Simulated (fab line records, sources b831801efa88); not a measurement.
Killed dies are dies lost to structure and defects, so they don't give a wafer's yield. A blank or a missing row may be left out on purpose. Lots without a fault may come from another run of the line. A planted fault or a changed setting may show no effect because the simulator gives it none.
A struck lot beside a sound one | flow sky130 | 44 steps out of a route of 708
Sound: wafers L693.2, L693.3, L693.5. Struck: wafer L699.1. (L699.4, L699.5 of the same lot were not struck and are left out.) The cause comes at the end.
At each step with rows: each side's tool, then ch and its chambers, then its first start. Under that, the readings that differ: sound wafers | struck wafers | difference of the means | sigmas: that difference in standard deviations of wafers without a fault.
alike: readings whose means differ by less than 2 such deviations, and words and numbers that are the same on both sides. not compared: withheld readings, readings that some wafer has no value for, bounds like >300 that may hide the same value, and numbers for which the record gives no deviation and whose values overlap.
The two part at a step that has a row with sigmas, a row that says differs or no value, or rows on one side only. Numbers that don't overlap but have no deviation are shown without sigmas and don't part them. A reading that every wafer of one side lacks parts them only if that side has two wafers or more.

first, 4 steps without rows for these wafers: SKY_VIA3_CLEAN_18 (cleans in IPA, time 180 s); SKY_VIA3_CLEAN_19 (cleans in O3/DIW); SKY_VIA3_SPUTTER_20 (material TiN, target thk 20 nm, time 80 s); SKY_VIA3_CVD_21 (deposits W, target thk 390 nm, time 117.31 s).
SKY_VIA3_RS_MEAS_22: measures by four-point-probe.
  sound on film_metro-02, day 42 13:50; struck on film_metro-02, day 44 01:38
  alike: VIA3_W_RS
SKY_VIA3_THK_MEAS_23: measures by xrf.
  sound on film_metro-02, day 42 13:57; struck on film_metro-02, day 44 01:45
  alike: VIA3_W_THK
SKY_VIA3_CMP_24: polishes, stops on SiO2, t overpolish 20 s, target thk 0 nm.
  sound on cmp-02 ch 0,1,2, day 42 14:06; struck on cmp-01 ch 2, day 44 02:21
  reading              | sound                | struck | difference | sigmas
  overpolish_run_s (s) | 19.989 20.001 20.001 | 20.017 | +0.020     | +2
  alike: motor_current_A, retaining_ring_pressure_frac, time_to_endpoint_s
then, 5 steps without rows for these wafers: SKY_METAL4_SPUTTER_00 (material Ti, target thk 15 nm, time 10 s); SKY_METAL4_SPUTTER_01 (material TiN, target thk 20 nm, time 16.7 s); SKY_METAL4_SPUTTER_02 (material AlCu, target thk 735 nm, time 39.1 s); SKY_METAL4_SPUTTER_03 (material Ti, target thk 5 nm, time 3.3 s); SKY_METAL4_SPUTTER_04 (material TiN, target thk 70 nm, time 58.3 s).
SKY_CAP2M_CVD_00: deposits SiO2, target thk 15.5 nm.
  sound on pecvd-01 ch 0,1, day 42 14:27; struck on pecvd-02 ch 0, day 44 02:45
  reading                                | sound             | struck | difference | sigmas
  model.SiO2_of_CAP2M_CVD_00.thk_nm (nm) | 15.53 15.68 16.12 | 6.635  | -9.142     |
  alike: heater_power_w
SKY_CAP2M_THK_MEAS_01:
  sound on film_metro-04, day 42 14:29; struck on film_metro-03, day 44 02:46
  reading               | sound          | struck | difference | sigmas
  CAP2M_CVD_00_THK (nm) | 15.5 15.6 16.1 | 6.6    | -9.1       | -28
SKY_CAP2M_SPUTTER_02: material TiN, target thk 200 nm, time 166.7 s.
  sound on pvd_sputter-03, day 42 14:32; struck on pvd_sputter-03, day 44 02:50
  alike: substrate_temp_c, throttle_valve_pct
SKY_CAP2M_RS_MEAS_03: measures by four-point-probe.
  sound on film_metro-03, day 42 14:40; struck on film_metro-04, day 44 02:56
  alike: CAP2M_TIN_RS
SKY_CAP2M_THK_MEAS_04: measures by xrf.
  sound on film_metro-03, day 42 14:46; struck on film_metro-04, day 44 03:04
  alike: CAP2M_TIN_THK
then, 7 steps without rows for these wafers: SKY_CAP2M_DEHYDRATE_05 (time 60 s); SKY_CAP2M_HMDS_06 (prime time 60 s); SKY_CAP2M_COAT_07 (resist thk 1140 nm); SKY_CAP2M_SOFTBAKE_08 (time 60 s); SKY_CAP2M_EXPOSE_09 (exposes mask CAP2M, target cd 1000 nm); SKY_CAP2M_PEB_10; SKY_CAP2M_DEVELOP_11 (develop time 60 s).
SKY_CAP2M_OVL_MEAS_12:
  sound on overlay-01, day 43 13:34; struck on overlay-01, day 45 00:50
  alike: CAP2M_OVL
SKY_CAP2M_METAL_ETCH_13: etches TiN in Cl2/BCl3, stops on SiO2, target depth 220 nm, time 62.9 s.
  sound on rie_metal-02 ch 0, day 43 13:38; struck on rie_metal-04 ch 0, day 45 00:52
  reading                | sound | struck | difference                   | sigmas
  rf_hours_counter_h (h) | - - - | 19     | no value on the sound wafers |
  alike: drypump_motor_current_A, mfc_cl2_sccm, oes_product_au, throttle_valve_pct
then, 12 steps without rows for these wafers: SKY_CAP2M_STRIP_14 (strips in O2/N2); SKY_CAP2M_STRIP_15 (strips in post etch residue remover, time 1200 s); SKY_CAP2M_CLEAN_16 (cleans in IPA, time 180 s); SKY_CAP2M_CLEAN_17 (cleans in O3/DIW); SKY_METAL4_DEHYDRATE_05 (time 60 s); SKY_METAL4_HMDS_06 (prime time 60 s); SKY_METAL4_COAT_07 (resist thk 60 nm); SKY_METAL4_COAT_08 (resist thk 1140 nm); SKY_METAL4_SOFTBAKE_09 (time 90 s); SKY_METAL4_EXPOSE_10 (exposes mask MM4, target cd 300 nm); SKY_METAL4_PEB_11; SKY_METAL4_DEVELOP_12 (develop time 60 s).
SKY_METAL4_CD_MEAS_13: target cd 300 nm.
  sound on cd_sem-02, day 44 12:26; struck on cd_sem-02, day 45 22:55
  alike: cd_nm
SKY_METAL4_OVL_MEAS_14:
  sound on overlay-02, day 44 12:32; struck on overlay-01, day 45 23:02
  alike: METAL4_OVL
SKY_METAL4_DESCUM_15: chemistry O2, time 8 s.
  sound on rie_metal-01 ch 0, day 44 12:34; struck on rie_metal-01 ch 0, day 45 23:05
  alike: drypump_motor_current_A, oes_product_au
  not compared: rf_hours_counter_h
SKY_METAL4_ETCH_16: etches BARC in N2/H2, stops on SiO2, time 88.2 s, target depth 60 nm.
  sound on rie_metal-01 ch 0, day 44 12:36; struck on rie_metal-01 ch 0, day 45 23:07
  alike: drypump_motor_current_A, oes_product_au, throttle_valve_pct
  not compared: rf_hours_counter_h
SKY_METAL4_ETCH_17: etches SiO2 in C4F8/O2/Ar, stops on TiN, time 3.9 s, target depth 15 nm.
  sound on rie_diel-01 ch 0,2, day 44 12:42; struck on rie_diel-01 ch 1, day 45 23:13
  reading                  | sound             | struck | difference | sigmas
  oes_product_au (a.u.)    | 0.758 0.775 0.765 | 0.538  | -0.228     | -25
  model.etch.depth_nm (nm) | 15.53 15.68 16.12 | 6.635  | -9.142     |
  not compared: rf_hours_counter_h
-- the record jumps here: 3 days lie between the struck wafers' starts before and after (it left off in module METAL4 and takes up again in module PAD_OPEN, whose first step shown is number 708 of the route) --
SKY_PAD_OPEN_PROBE_99:
  sound on prober-02, day 48 05:40; struck on prober-02, day 49 10:37
  reading                               | sound                | struck    | difference | sigmas
  killed_at_front_end                   | 12 12 9              | 20        | +9         | +2
  model.etest.tester.sort_n_pass        | 407 417 414          | 0         | -413       |
  model.etest.tester.sort_yield_pct (%) | 82.72 84.76 84.15    | 0         | -84        |
  model.etest.tester.sort_bin_4_pct (%) | 0 0 0                | 59.67     | +59.67     |
  model.etest.tester.sort_bin_5_pct (%) | 9.959 9.35 9.35      | 31.8      | +22.2      |
  model.etest.cap_mim2.bv_v (V)         | 13.72 14.19 14.24    | 5.773     | -8.277     |
  model.etest.cap_mim2.leak_log10_a_cm2 | -9.036 -9.268 -9.138 | -3.51     | +5.64      |
  model.etest.cap_mim2.c_ff_um2         | 2.315 2.317 2.245    | 5.466     | +3.174     |
  model.etest.tester.sort_bin_8_pct (%) | 0 0 0                | 2.301e-86 | +2.301e-86 |
  alike: defect_limited_yield, killed_at_M0_to_M3, killed_at_M4_up, killed_at_contacts, killed_at_other, killed_dies, killed_open, killed_short

WHERE THEY PART
First at SKY_VIA3_CMP_24; last, within this record, at SKY_PAD_OPEN_PROBE_99.

WHY: what the simulator had put in
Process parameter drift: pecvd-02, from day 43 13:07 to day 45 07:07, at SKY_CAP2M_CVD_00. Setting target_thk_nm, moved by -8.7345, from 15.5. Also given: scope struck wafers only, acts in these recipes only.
